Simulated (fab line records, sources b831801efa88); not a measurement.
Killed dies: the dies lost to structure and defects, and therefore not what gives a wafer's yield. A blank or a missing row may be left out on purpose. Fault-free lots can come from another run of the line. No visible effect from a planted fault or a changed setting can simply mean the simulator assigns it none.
A single fault, viewed from 2 desks | flow gf180mcu | each desk has only its own numbers; what lay behind them comes last

FOR THE TOOL OWNER'S DESK: cvdW-02
The tool's own readings at GF_V1_CVD_23 (deposits W, target thk 350 nm, time 105.05 s): means of the sampled wafers that have a number, for each lot that ran on this tool. Any lot whose mean is over 4 standard deviations away from the usual mean is out of limits and marked OUT; that distance is given in the brackets.
Columns: A = heaterPowerW at GF_V1_CVD_23, usual 866 W
lot  | first seen here | A
L565 | day 19 03:55    | 872
L566 | day 19 14:03    | 851
L569 | day 20 14:57    | 858
L577 | day 23 16:28    | 854
L579 | day 24 03:56    | 853
L580 | day 24 09:09    | 867
L582 | day 25 05:23    | 881
L584 | day 25 13:42    | 891
Result from this desk: across the 8 lots, nothing is out of limits.

THE METROLOGY DESK
Lot by lot, what the gauges showed, no matter which tool ran the lot: averages of those sampled wafers that carry a number. Any lot whose mean is over 4 standard deviations away from the usual mean is out of limits and marked OUT; that distance is given in the brackets.
Columns: A = M1_OVL at GF_M1_OVL_MEAS_15, usual 2 nm; B = V1_W_RS at GF_V1_RS_MEAS_24, usual 0.325 ohm/sq; C = V1_W_THK at GF_V1_THK_MEAS_25, usual 348 nm; D = M2_ALCU_RS at GF_M2_RS_MEAS_05, usual 0.0693 ohm/sq
lot  | first seen here | A  | B                | C   | D
L563 | day 17 01:19    | 3  | 0.322            | 351 | 0.0694
L564 | day 17 16:17    | -2 | 0.325            | 347 | 0.0685
L565 | day 18 02:34    | -2 | 0.323            | 346 | 0.0698
L566 | day 18 11:31    | -5 | 0.321            | 350 | 0.0695
L569 | day 19 12:31    | 1  | 0.346 (+6.2) OUT | 332 | 0.0684
L572 | day 20 12:55    | 9  | 0.325            | 344 | 0.0695
L577 | day 22 15:40    | 12 | 0.329            | 348 | 0.0699
L578 | day 23 00:20    | 0  | 0.325            | 346 | 0.0700
L579 | day 23 02:49    | 3  | 0.325            | 348 | 0.0684
L580 | day 23 08:31    | 3  | 0.327            | 346 | 0.0695
L582 | day 24 04:47    | 7  | 0.323            | 353 | 0.0696
L584 | day 24 13:49    | -2 | 0.329            | 346 | 0.0686
This desk's result: L569 out of limits, first on L569 (V1_W_RS at GF_V1_RS_MEAS_24), day 20 15:05. L563, L564, L565, L566, L572, L577, L578, L579, L580, L582, L584: within limits.

BROUGHT TOGETHER
L569 would have let the metrology desk raise an alarm at day 20 15:05.
Nothing out of limits was seen by the tool owner's desk.
On record at the tool owner's desk: L569, within its limits.
All the named lots went through GF_V1_CVD_23 on cvdW-02.

WHAT THE SIMULATOR HAD PUT IN
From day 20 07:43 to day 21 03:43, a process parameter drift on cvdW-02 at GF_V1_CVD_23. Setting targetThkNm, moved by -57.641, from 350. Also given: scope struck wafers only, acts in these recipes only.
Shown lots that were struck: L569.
Per desk, hours elapsed from the start of the fault to the first reading out of limits: for the metrology desk, 7.
